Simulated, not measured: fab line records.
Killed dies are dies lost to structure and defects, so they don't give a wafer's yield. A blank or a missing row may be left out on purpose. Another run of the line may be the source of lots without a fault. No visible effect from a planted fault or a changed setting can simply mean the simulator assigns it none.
A struck lot beside a sound one + flow gf180mcu + 16 steps out of a route of 602
Sound: wafers L434.2, L434.3, L434.5. Wafers L441.3, L441.4, L441.5 were the ones struck. The cause is given at the end.
Order at every step that has rows: each side's tool, ch and its chambers, its first start. Under that, the readings that differ: sound wafers + struck wafers + difference of the means + sigmas: that difference in standard deviations of wafers without a fault.
alike: same words and numbers on both sides, and readings whose means sit less than 2 such deviations apart. not compared: any withheld reading, any reading some wafer has no value for, any bound like >300 that may hide the same value, and any number with overlapping values for which the record gives no deviation.
Wherever a step has rows on one side only, a row that says differs or no value, or a row with sigmas, the two part there. When numbers do not overlap yet have no deviation, they are printed without sigmas and do not part them. A reading that every wafer of one side lacks parts them only if that side has two wafers or more.

first, 4 steps without rows for these wafers: GF_STI_WET_ETCH_26 (etches SiO2 in dHF, target depth 94 nm, time 188 s); GF_STI_WET_ETCH_27 (etches Si3N4 in H3PO4, target depth 160 nm, time 1825 s); GF_STI_WET_ETCH_28 (etches SiO2 in dHF, target depth 20 nm, time 40 s); GF_STI_OXIDATION_29 (stabilise 600 s, purge 300 s, target thk 10 nm).
GF_STI_THK_MEAS_30:
  sound on filmMetro-02, day 4 05:19; struck on filmMetro-04, day 5 19:13
| reading                   | sound          | struck         | difference | sigmas |
|---------------------------|----------------|----------------|------------|--------|
| STI_OXIDATION_02_THK (nm) | 9.20 9.30 9.16 | 8.85 8.76 8.77 | -0.43      | -2     |
then, 7 steps without rows for these wafers: GF_DNWELL_DEHYDRATE_00 (time 60 s); GF_DNWELL_HMDS_01 (prime time 60 s); GF_DNWELL_COAT_02 (resist thk 3000 nm); GF_DNWELL_SOFTBAKE_03; GF_DNWELL_EXPOSE_04 (exposes mask DNWELL, target cd 1700 nm); GF_DNWELL_PEB_05; GF_DNWELL_DEVELOP_06 (develop time 60 s).
GF_DNWELL_IMPLANT_07:
  sound on implanter-04 ch 0, day 4 18:45; struck on implanter-04 ch 0, day 6 10:19
| reading                  | sound             | struck            | difference | sigmas |
|--------------------------|-------------------|-------------------|------------|--------|
| implantIonAmu            | 31 31 31          | 75 75 75          | +44        |        |
| model.implant.rpNm (nm)  | 1424 1424 1424    | 851.5 851.5 851.5 | -572.5     |        |
| model.implant.drpNm (nm) | 197.4 197.4 197.4 | 219 219 219       | +22        |        |
  alike: endStationPressureTorr
GF_DNWELL_STRIP_08: strips in O2/N2.
  sound on plasmaAsher-03 ch 0,1, day 4 18:52; struck on plasmaAsher-02 ch 0,1, day 6 10:28
| reading                  | sound             | struck            | difference | sigmas |
|--------------------------|-------------------|-------------------|------------|--------|
| stripTimeToEndpointS (s) | 36.95 36.99 37.00 | 36.76 36.74 36.71 | -0.24      | -2     |
  alike: drypumpMotorCurrentA, heaterPowerW, oesProductAu
  not compared: rfHoursCounterH
GF_DNWELL_TW_MEAS_09:
  sound on filmMetro-04, day 4 18:59; struck on filmMetro-04, day 6 10:46
| reading   | sound          | struck         | difference | sigmas      |
|-----------|----------------|----------------|------------|-------------|
| DNWELL_TW | 1355 1354 1362 | 2507 2521 2518 | +1158      | +99 or more |
  not compared: hold
GF_PASSIVATION_PROBE_99:
  the record has rows for the sound wafers here (prober-01, day 32 02:40) and none for the struck ones

## WHERE THEY PART
Last at GF_PASSIVATION_PROBE_99 as far as this record goes, first at GF_STI_THK_MEAS_30.

WHY: what had been put in by the simulator
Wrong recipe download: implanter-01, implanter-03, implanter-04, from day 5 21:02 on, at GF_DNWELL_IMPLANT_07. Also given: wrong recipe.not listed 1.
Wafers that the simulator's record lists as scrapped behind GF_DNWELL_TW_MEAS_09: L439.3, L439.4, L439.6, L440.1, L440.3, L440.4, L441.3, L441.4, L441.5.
